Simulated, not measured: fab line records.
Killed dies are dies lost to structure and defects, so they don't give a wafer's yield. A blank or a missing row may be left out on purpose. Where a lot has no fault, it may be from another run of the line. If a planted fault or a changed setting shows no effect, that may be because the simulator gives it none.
Matching of chambers / flow gf180mcu / 4 sister chambers for GF_V5_CMP_04 on cmp-01
The step polishes SiO2. 4 wafers are shown with their chamber, then 7 later ones without.

WAFERS, EACH WITH ITS CHAMBER
wafer=L945.1; chamber=1; motor-current-A (A)=12.4
wafer=L952.2; chamber=2; motor-current-A (A)=11.0
wafer=L955.1; chamber=0; motor-current-A (A)=10.0
wafer=L955.5; chamber=3; motor-current-A (A)=12.8

WAFERS WITHOUT THEIR CHAMBER
wafer=L955.6; motor-current-A (A)=10.4
wafer=L959.1; motor-current-A (A)=11.1
wafer=L959.4; motor-current-A (A)=11.3
wafer=L959.6; motor-current-A (A)=10.8
wafer=L961.1; motor-current-A (A)=12.4
wafer=L961.4; motor-current-A (A)=11.4
wafer=L961.6; motor-current-A (A)=12.5

WHICH CHAMBER EACH ONE RAN IN
wafer=L955.6; from the rows above=can't be placed: 0 or 2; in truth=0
wafer=L959.1; from the rows above=2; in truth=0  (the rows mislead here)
wafer=L959.4; from the rows above=2; in truth=2
wafer=L959.6; from the rows above=2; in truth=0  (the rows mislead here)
wafer=L961.1; from the rows above=can't be placed: 1 or 3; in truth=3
wafer=L961.4; from the rows above=2; in truth=2
wafer=L961.6; from the rows above=can't be placed: 1 or 3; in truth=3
Placed correctly: 2 of 7. Can't be placed from these rows: 3 (the true chamber is among the candidates in 3). Placed wrongly: 2.
How it was worked out, from the rows above alone: a wafer's distance from a chamber is the root of the sum, over the readings, of the square of ((its reading less the chamber's mean) divided by the reading's scatter). The wafer belongs to the nearest chamber; if the next one is less than 2 further off, it can't be placed. The mean given for a chamber averages the wafers shown for that chamber. The scatter: root of mean squared gap, hidden wafer to nearest shown wafer, with one shown wafer a chamber.
